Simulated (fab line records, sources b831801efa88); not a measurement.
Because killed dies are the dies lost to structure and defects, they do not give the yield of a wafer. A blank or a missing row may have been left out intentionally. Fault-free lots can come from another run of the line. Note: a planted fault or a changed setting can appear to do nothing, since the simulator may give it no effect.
The same fault as seen by 2 desks -- flow gf180mcu -- each desk holds nothing but its own numbers, with what lay behind them at the end

## FROM THE METROLOGY DESK
Lot by lot, what the gauges showed, no matter which tool ran the lot: averages of those sampled wafers that carry a number. The brackets show how far a lot's mean lies from the usual mean; more than 4 standard deviations puts the lot out of limits, marked OUT.
Columns: A = PASSIVATION_CVD_00_THK at GF_PASSIVATION_THK_MEAS_01, usual 995 nm
lot,first seen here,A
L175,day 28 01:32,999
L177,day 28 15:17,1003
L178,day 28 20:42,994
L179,day 29 07:09,984
L182,day 30 08:25,1005
L183,day 30 15:21,1000
L184,day 30 18:39,1000
L185,day 31 06:28,1003
L189,day 32 09:06,994
L191,day 32 19:50,998
L194,day 33 09:15,987
L195,day 33 14:55,1003
L196,day 33 18:27,993
Finding of this desk: none of the 13 lots has anything out of limits.

## TOOL OWNER'S DESK, rieSi-01
The tool's own readings at GF_POLY_GATE_ETCH_13 (etches poly-Si in HBr/Cl2, stops on SiO2, target depth 198.5 nm, time 69.6 s): means of the sampled wafers that have a number, for each lot that ran on this tool. The brackets show how far a lot's mean lies from the usual mean; more than 4 standard deviations puts the lot out of limits, marked OUT.
Columns: A = HBr_flow_sccm at GF_POLY_GATE_ETCH_13, usual 150.0 sccm; B = drypumpMotorCurrentA at GF_POLY_GATE_ETCH_13, usual 5.9 A; C = oesProductAu at GF_POLY_GATE_ETCH_13, usual 0.997 a.u.; D = throttleValvePct at GF_POLY_GATE_ETCH_13, usual 33.683 %
lot,first seen here,A,B,C,D
L175,day 9 03:52,150.5,5.8,1.001,33.690
L177,day 9 14:00,150.4,5.8,0.999,33.685
L178,day 9 21:34,149.9,5.8,0.996,33.683
L182,day 11 09:07,149.9,5.8,1.005,33.682
L183,day 11 14:55,150.2,5.9,0.999,33.685
L184,day 11 18:58,150.3,5.9,0.989,33.692
L189,day 13 14:16,150.0,5.8,1.006,33.680
Finding of this desk: none of the 7 lots has anything out of limits.

## PUT TOGETHER
From the metrology desk's view, nothing was out of limits.
The tool owner's desk saw nothing out of limits.

## WHAT HAD BEEN PUT IN BY THE SIMULATOR
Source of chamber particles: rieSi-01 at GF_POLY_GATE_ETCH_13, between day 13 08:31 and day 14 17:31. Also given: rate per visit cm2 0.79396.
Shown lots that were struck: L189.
